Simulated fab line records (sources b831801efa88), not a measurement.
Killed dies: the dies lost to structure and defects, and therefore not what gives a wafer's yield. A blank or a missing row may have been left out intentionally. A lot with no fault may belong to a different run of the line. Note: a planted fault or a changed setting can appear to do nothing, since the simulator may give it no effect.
Comparing a struck lot with a sound one / flow sky130 / 16 steps out of a route of 708
Sound: these wafers, L321.1, L321.5, L321.6. Struck: wafer L328.6 (left out: L328.2, L328.3 of the same lot, which were not struck); the cause appears at the end.
At each step with rows: each side's tool, then ch and its chambers, then its first start. Under that, the readings that differ: sound wafers / struck wafers / difference of the means / sigmas: that difference in standard deviations of wafers without a fault.
alike: same words and numbers on both sides, and readings whose means sit less than 2 such deviations apart. not compared: any withheld reading, any reading some wafer has no value for, any bound like >300 that may hide the same value, and any number with overlapping values for which the record gives no deviation.
A row with sigmas, a row that says differs or no value, or rows on one side alone: a step with any of these is where the two part. When numbers do not overlap yet have no deviation, they are printed without sigmas and do not part them. A reading missing from all wafers of one side parts the sides only when that side holds two or more wafers.

first, 2 steps without rows for these wafers: SKY_METAL4_PEB_11; SKY_METAL4_DEVELOP_12 (develop time 60 s).
SKY_METAL4_CD_MEAS_13 targets a cd of 300 nm.
  sound on cdSem-02, day 42 01:52; struck on cdSem-02, day 44 15:55
  alike: cdNm
SKY_METAL4_OVL_MEAS_14:
  sound on overlay-02, day 42 01:59; struck on overlay-01, day 44 16:02
  alike: METAL4_OVL
SKY_METAL4_DESCUM_15: chemistry O2, time 8 s.
  sound on rieMetal-04 ch 0,1, day 42 02:01; struck on rieMetal-04 ch 0, day 44 16:04
reading=oesProductAu (a.u.); sound=1.004 0.997 1.003; struck=0.985; difference=-0.016; sigmas=-2
  alike: drypumpMotorCurrentA
  not compared: rfHoursCounterH
then, 1 step without rows for these wafers: SKY_METAL4_ETCH_16 (etches BARC in N2/H2, stops on SiO2, time 88.2 s, target depth 60 nm).
SKY_METAL4_ETCH_17: etches SiO2 in C4F8/O2/Ar, stops on TiN, time 3.9 s, target depth 15 nm.
  sound on rieDiel-02 ch 0,1,3, day 42 02:11; struck on rieDiel-03 ch 1, day 44 16:11
  alike: oesProductAu
  not compared: rfHoursCounterH
SKY_METAL4_METAL_ETCH_18: etches the open film in Cl2/BCl3, stops on SiO2, target depth 845 nm, time 183.1 s.
  sound on rieMetal-01 ch 0,1, day 42 02:13; struck on rieMetal-03 ch 0, day 44 16:16
reading=oesProductAu (a.u.); sound=0.867 0.862 0.873; struck=0.880; difference=+0.013; sigmas=+2
  alike: drypumpMotorCurrentA, throttleValvePct
  not compared: rfHoursCounterH
SKY_METAL4_STRIP_19: strips in O2/N2.
  sound on plasmaAsher-02 ch 0,1, day 42 02:23; struck on plasmaAsher-01 ch 1, day 44 16:34
  alike: drypumpMotorCurrentA, oesProductAu, stripTimeToEndpointS
  not compared: rfHoursCounterH
then, 3 steps without rows for these wafers: SKY_METAL4_STRIP_20 (strips in post etch residue remover, time 1200 s); SKY_METAL4_CLEAN_21 (cleans in IPA, time 180 s); SKY_METAL4_CLEAN_22 (cleans in O3/DIW).
SKY_VIA4_HDPCVD_00: deposits SiO2, target thk 1750 nm, time 291.7 s.
  sound on hdpcvd-02 ch 0,1,2, day 42 03:01; struck on hdpcvd-02 ch 0, day 44 17:09
reading=model.SiO2_of_VIA4_HDPCVD_00.thkNm (nm); sound=1750 1727 1770; struck=2734; difference=+985; sigmas=
SKY_VIA4_THK_MEAS_01:
  sound on filmMetro-01, day 42 03:11; struck on filmMetro-01, day 44 17:20
reading=VIA4_HDPCVD_THK (nm); sound=1751 1727 1769; struck=2734; difference=+985; sigmas=+58
SKY_VIA4_CMP_02: polishes SiO2.
  sound on cmp-01 ch 2,3, day 42 03:18; struck on cmp-01 ch 2, day 44 17:26
  alike: headPressurePsi, motorCurrentA
-- the record jumps here: 4 days lie between the struck wafers' starts before and after (it left off in module VIA4 and takes up again in module PAD_OPEN, whose first step shown is number 708 of the route) --
SKY_PAD_OPEN_PROBE_99:
  sound on prober-02, day 46 02:37; struck on prober-01, day 48 10:14
  alike: defectLimitedYield, killed_at_M0_to_M3, killed_at_M4_up, killedAtContacts, killedAtFrontEnd, killedAtOther, killedDies, killedOpen, killedShort, sort_bin_3_pad_short, sort_bin_5_function, sort_bin_6_memory, sortNPass, sortYieldPct

## WHERE THEY PART
Earliest at SKY_METAL4_DESCUM_15; latest, in this record, at SKY_VIA4_THK_MEAS_01. Later steps at which nothing parts them and some readings are alike: SKY_VIA4_CMP_02, SKY_PAD_OPEN_PROBE_99.

WHY: what the simulator had put in
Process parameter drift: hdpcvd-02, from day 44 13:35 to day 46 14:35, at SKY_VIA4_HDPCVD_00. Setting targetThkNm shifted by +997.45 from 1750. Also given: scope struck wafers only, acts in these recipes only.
